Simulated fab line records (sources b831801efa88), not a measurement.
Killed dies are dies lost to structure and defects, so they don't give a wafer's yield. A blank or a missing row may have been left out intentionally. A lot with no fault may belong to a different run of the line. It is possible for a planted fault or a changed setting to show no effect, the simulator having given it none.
Struck lot and sound lot, side by side ; flow sky130 ; 25 out of 708 route steps
Sound: wafers L872.1, L872.4, L872.5. Wafers struck: L874.1, L874.5, L874.6. The cause is named last.
For every step that has rows: the tool of each side, followed by ch and its chambers, followed by its first start. Under that, the readings that differ: sound wafers ; struck wafers ; difference of the means ; sigmas: that difference in standard deviations of wafers without a fault.
alike: readings whose means differ by less than 2 such deviations, and words and numbers that are the same on both sides. not compared: withheld readings, readings that some wafer has no value for, bounds like >300 that may hide the same value, and numbers for which the record gives no deviation and whose values overlap.
A row with sigmas, a row that says differs or no value, or rows on one side alone: a step with any of these is where the two part. When numbers do not overlap yet have no deviation, they are printed without sigmas and do not part them. Lack of a reading on every wafer of one side parts them only where that side has two or more wafers.

SKY_NWELL_RS_MEAS_31: measurement is done with a four-point probe.
  struck on film metro-04, day 7 19:38; sound on film metro-02, day 7 11:22
  alike: PWDE_RS
then, 7 steps without rows for these wafers: SKY_VT_ADJUST_HVTP_DEHYDRATE_00 (time 60 s); SKY_VT_ADJUST_HVTP_HMDS_01 (prime time 60 s); SKY_VT_ADJUST_HVTP_COAT_02 (resist thk 1140 nm); SKY_VT_ADJUST_HVTP_SOFTBAKE_03 (time 60 s); SKY_VT_ADJUST_HVTP_EXPOSE_04 (exposes mask HVTPM, target cd 380 nm); SKY_VT_ADJUST_HVTP_PEB_05; SKY_VT_ADJUST_HVTP_DEVELOP_06 (develop time 60 s).
SKY_VT_ADJUST_HVTP_CD_MEAS_07 targets a cd of 380 nm.
  struck on cd sem-02, day 8 16:39; sound on cd sem-01, day 8 07:33
  alike: cd nm
SKY_VT_ADJUST_HVTP_OVL_MEAS_08:
  struck on overlay-01, day 8 16:46; sound on overlay-02, day 8 07:40
  alike: VT_ADJUST_HVTP_OVL
following that, these wafers have no rows for 1 step: SKY_VT_ADJUST_HVTP_IMPLANT_09.
SKY_VT_ADJUST_HVTP_STRIP_10: strips in O2/N2.
  sound on plasma asher-02 ch 0,1, day 8 07:52; struck on plasma asher-02 ch 0,1, day 8 16:58
  no value came back on the struck wafers for chamber pressure mTorr (mTorr), drypump motor current A (A), oes product au (a.u.), strip time to endpoint s (s); on the sound wafers chamber pressure mTorr (mTorr) reads 1499.9 1498.2 1497.9
reading;sound;struck;difference;sigmas
model.NOVOLAK_of_VT_ADJUST_HVTP_COAT_02.thk nm (nm);0 0 0;1145 1144 1144;+1144;
  not compared: rf hours counter h
SKY_VT_ADJUST_HVTP_TW_MEAS_11:
  struck on film metro-01, day 8 17:04; sound on film metro-04, day 8 07:58
  alike: VT_ADJUST_HVTP_TW
then, 7 steps without rows for these wafers: SKY_VT_ADJUST_LVTN_DEHYDRATE_00 (time 60 s); SKY_VT_ADJUST_LVTN_HMDS_01 (prime time 60 s); SKY_VT_ADJUST_LVTN_COAT_02 (resist thk 3000 nm); SKY_VT_ADJUST_LVTN_SOFTBAKE_03; SKY_VT_ADJUST_LVTN_EXPOSE_04 (exposes mask NWM COMPLEMENT LESS NATIVE, target cd 840 nm); SKY_VT_ADJUST_LVTN_PEB_05; SKY_VT_ADJUST_LVTN_DEVELOP_06 (develop time 60 s).
SKY_VT_ADJUST_LVTN_OVL_MEAS_07:
  struck on overlay-01, day 9 14:40; sound on overlay-01, day 9 05:35
  alike: VT_ADJUST_LVTN_OVL
following that, these wafers have no rows for 1 step: SKY_VT_ADJUST_LVTN_IMPLANT_08.
SKY_VT_ADJUST_LVTN_STRIP_09: strips in O2/N2.
  sound on plasma asher-04 ch 0,1, day 9 05:46; struck on plasma asher-01 ch 0,1, day 9 14:51
reading;sound;struck;difference;sigmas
oes product au (a.u.);0.717 0.718 0.722;0.728 0.730 0.730;+0.010;+3
strip time to endpoint s (s);37.11 37.01 37.13;53.73 53.78 53.81;+16.69;+99 or more
  alike: chamber pressure mTorr, drypump motor current A
  not compared: rf hours counter h
SKY_VT_ADJUST_LVTN_TW_MEAS_10:
  struck on film metro-03, day 9 14:57; sound on film metro-02, day 9 05:52
reading;sound;struck;difference;sigmas
VT_ADJUST_LVTN_TW;241.9 241.6 243.3;30.2 30.2 30.2;-212.1;-88
then, 1 step without rows for these wafers: SKY_VT_ADJUST_LVTN_DEHYDRATE_11 (time 60 s).

== WHERE THEY PART ==
Last at SKY_VT_ADJUST_LVTN_TW_MEAS_10 as far as this record goes, first at SKY_VT_ADJUST_HVTP_STRIP_10.

WHY: what the simulator had put in
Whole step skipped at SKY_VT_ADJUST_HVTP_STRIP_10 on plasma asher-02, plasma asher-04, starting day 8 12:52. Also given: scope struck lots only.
